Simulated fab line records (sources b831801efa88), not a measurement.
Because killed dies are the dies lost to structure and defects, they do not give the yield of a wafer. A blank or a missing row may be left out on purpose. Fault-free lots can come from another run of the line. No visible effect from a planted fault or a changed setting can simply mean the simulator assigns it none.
Comparing a struck lot with a sound one	flow sky130	44 steps out of a route of 708
Sound: these wafers, L857.3, L857.5, L857.6. Struck: wafer L869.6; the same lot's L869.1 was not struck, so it is left out; see the end for the cause.
Each step with rows lists, per side, the tool, then ch with its chambers, then its first start. Under that, the readings that differ: sound wafers	struck wafers	difference of the means	sigmas: that difference in standard deviations of wafers without a fault.
alike: readings whose means differ by less than 2 such deviations, and words and numbers that are the same on both sides. not compared: withheld readings, readings that some wafer has no value for, bounds like >300 that may hide the same value, and numbers for which the record gives no deviation and whose values overlap.
Wherever a step has rows on one side only, a row that says differs or no value, or a row with sigmas, the two part there. Numbers that don't overlap but have no deviation are shown without sigmas and don't part them. A reading missing from all wafers of one side parts the sides only when that side holds two or more wafers.

first, 2 steps without rows for these wafers: SKY_VIA2_SPUTTER_20 (material TiN, target thk 20 nm, time 80 s); SKY_VIA2_CVD_21 (deposits W, target thk 420 nm, time 126.4 s).
SKY_VIA2_RS_MEAS_22: measures by four-point-probe.
  sound on film metro-01 at day 37 15:28; struck on film metro-02 at day 40 19:43
  alike: VIA2_W_RS
SKY_VIA2_THK_MEAS_23: measures by xrf.
  sound on film metro-01 at day 37 15:34; struck on film metro-02 at day 40 19:50
  alike: VIA2_W_THK
SKY_VIA2_CMP_24: polishes, stops on SiO2, t overpolish 20 s, target thk 0 nm.
  sound on cmp-01 ch 2,3, day 37 15:40; struck on cmp-01 ch 2, day 40 19:59
  alike: motor current A, overpolish run s, slurry flow ml min, time to endpoint s
SKY_METAL3_SPUTTER_00: material Ti, target thk 15 nm, time 10 s.
  sound on pvd sputter-03 at day 37 15:55; struck on pvd sputter-04 at day 40 20:11
reading	sound	struck	difference	sigmas
throttle valve pct (%)	29.8 29.3 27.2	31.0	+2.2	+2
SKY_METAL3_SPUTTER_01: material TiN, target thk 20 nm, time 16.7 s.
  sound on pvd sputter-03 at day 37 15:56; struck on pvd sputter-04 at day 40 20:13
reading	sound	struck	difference	sigmas
throttle valve pct (%)	29.4 29.5 27.3	31.2	+2.5	+3
then, 4 steps without rows for these wafers: SKY_METAL3_SPUTTER_02 (material AlCu, target thk 735 nm, time 39.1 s); SKY_METAL3_SPUTTER_03 (material Ti, target thk 5 nm, time 3.3 s); SKY_METAL3_SPUTTER_04 (material TiN, target thk 70 nm, time 58.3 s); SKY_CAPM_CVD_00 (deposits SiO2, target thk 15.5 nm).
SKY_CAPM_THK_MEAS_01:
  sound on film metro-04 at day 37 16:06; struck on film metro-04 at day 40 20:22
  alike: CAPM_CVD_00_THK
SKY_CAPM_SPUTTER_02: material TiN, target thk 200 nm, time 166.7 s.
  sound on pvd sputter-04 at day 37 16:08; struck on pvd sputter-03 at day 40 20:25
reading	sound	struck	difference	sigmas
throttle valve pct (%)	30.7 31.2 29.5	27.1	-3.4	-3
model.TiN_of_CAPM_SPUTTER_02.thk nm (nm)	201.5 203.5 201.6	194.2	-8.0	
SKY_CAPM_RS_MEAS_03: measures by four-point-probe.
  sound on film metro-03 at day 37 16:17; struck on film metro-04 at day 40 20:32
reading	sound	struck	difference	sigmas
CAPM_TIN_RS (ohm/sq)	6.87 6.80 6.86	7.11	+0.27	+5
SKY_CAPM_THK_MEAS_04: measures by xrf.
  sound on film metro-03 at day 37 16:23; struck on film metro-04 at day 40 20:39
reading	sound	struck	difference	sigmas
CAPM_TIN_THK (nm)	201.8 203.8 202.2	194.3	-8.3	-5
then, 7 steps without rows for these wafers: SKY_CAPM_DEHYDRATE_05 (time 60 s); SKY_CAPM_HMDS_06 (prime time 60 s); SKY_CAPM_COAT_07 (resist thk 1140 nm); SKY_CAPM_SOFTBAKE_08 (time 60 s); SKY_CAPM_EXPOSE_09 (exposes mask CAPM, target cd 1000 nm); SKY_CAPM_PEB_10; SKY_CAPM_DEVELOP_11 (develop time 60 s).
SKY_CAPM_OVL_MEAS_12:
  sound on overlay-02 at day 38 17:04; struck on overlay-02 at day 41 19:35
  alike: CAPM_OVL
SKY_CAPM_METAL_ETCH_13: etches TiN in Cl2/BCl3, stops on SiO2, target depth 220 nm, time 62.9 s.
  sound on rie metal-01 ch 0,1, day 38 17:07; struck on rie metal-03 ch 1, day 41 19:37
reading	sound	struck	difference	sigmas
oes product au (a.u.)	0.938 0.941 0.940	0.925	-0.015	-2
model.CAPM.feature depth nm (nm)	201.5 203.5 201.6	194.2	-8.0	
model.etch.depth nm (nm)	201.5 203.5 201.6	194.2	-8.0	
  alike: drypump motor current A, throttle valve pct
  not compared: rf hours counter h
then, 12 steps without rows for these wafers: SKY_CAPM_STRIP_14 (strips in O2/N2); SKY_CAPM_STRIP_15 (strips in post etch residue remover, time 1200 s); SKY_CAPM_CLEAN_16 (cleans in IPA, time 180 s); SKY_CAPM_CLEAN_17 (cleans in O3/DIW); SKY_METAL3_DEHYDRATE_05 (time 60 s); SKY_METAL3_HMDS_06 (prime time 60 s); SKY_METAL3_COAT_07 (resist thk 60 nm); SKY_METAL3_COAT_08 (resist thk 1140 nm); SKY_METAL3_SOFTBAKE_09 (time 90 s); SKY_METAL3_EXPOSE_10 (exposes mask MM3, target cd 300 nm); SKY_METAL3_PEB_11; SKY_METAL3_DEVELOP_12 (develop time 60 s).
SKY_METAL3_CD_MEAS_13 targets a cd of 300 nm.
  sound on cd sem-01 at day 39 17:32; struck on cd sem-02 at day 42 18:53
  alike: cd nm
SKY_METAL3_OVL_MEAS_14:
  sound on overlay-01 at day 39 17:38; struck on overlay-01 at day 42 19:00
  alike: METAL3_OVL
SKY_METAL3_DESCUM_15: chemistry O2, time 8 s.
  sound on rie metal-03 ch 0,1, day 39 17:40; struck on rie metal-04 ch 1, day 42 19:02
  alike: drypump motor current A, oes product au
  not compared: rf hours counter h
SKY_METAL3_ETCH_16: etches BARC in N2/H2, stops on SiO2, time 88.2 s, target depth 60 nm.
  sound on rie metal-03 ch 0,1, day 39 17:43; struck on rie metal-04 ch 1, day 42 19:04
  alike: drypump motor current A, oes product au, throttle valve pct
  not compared: rf hours counter h
then, 2 steps without rows for these wafers: SKY_METAL3_ETCH_17 (etches SiO2 in C4F8/O2/Ar, stops on TiN, time 3.9 s, target depth 15 nm); SKY_METAL3_METAL_ETCH_18 (etches the open film in Cl2/BCl3, stops on SiO2, target depth 845 nm, time 183.1 s).
SKY_METAL3_STRIP_20: strips in post etch residue remover, time 1200 s.
  sound on wet bench-04 ch 0, day 39 18:05; struck on wet bench-01 ch 3, day 42 19:28
reading	sound	struck	difference	sigmas
model.TiN_of_CAPM_SPUTTER_02.thk nm (nm)	200.6 202.6 200.8	193.3	-8.0	
-- the record jumps here: 7 days lie between the struck wafers' starts before and after (it left off in module METAL3 and takes up again in module PAD_OPEN, whose first step shown is number 708 of the route) --
SKY_PAD_OPEN_PROBE_99:
  sound on prober-02 at day 46 18:01; struck on prober-02 at day 49 08:14
reading	sound	struck	difference	sigmas
killed open	47 42 53	33	-14	-2
model.etest.cap mim.plate ohm sq	5.912 5.907 5.931	6.163	+0.246	
  alike: defect limited yield, killed_at_M0_to_M3, killed_at_M4_up, killed at contacts, killed at front end, killed at other, killed dies, killed short, sort_bin_3_pad_short, sort_bin_5_function, sort_bin_6_memory, sort n pass, sort yield pct

== WHERE THEY PART ==
At SKY_METAL3_SPUTTER_00 first; at SKY_PAD_OPEN_PROBE_99 last (within this record only).

WHY: what the simulator had put in
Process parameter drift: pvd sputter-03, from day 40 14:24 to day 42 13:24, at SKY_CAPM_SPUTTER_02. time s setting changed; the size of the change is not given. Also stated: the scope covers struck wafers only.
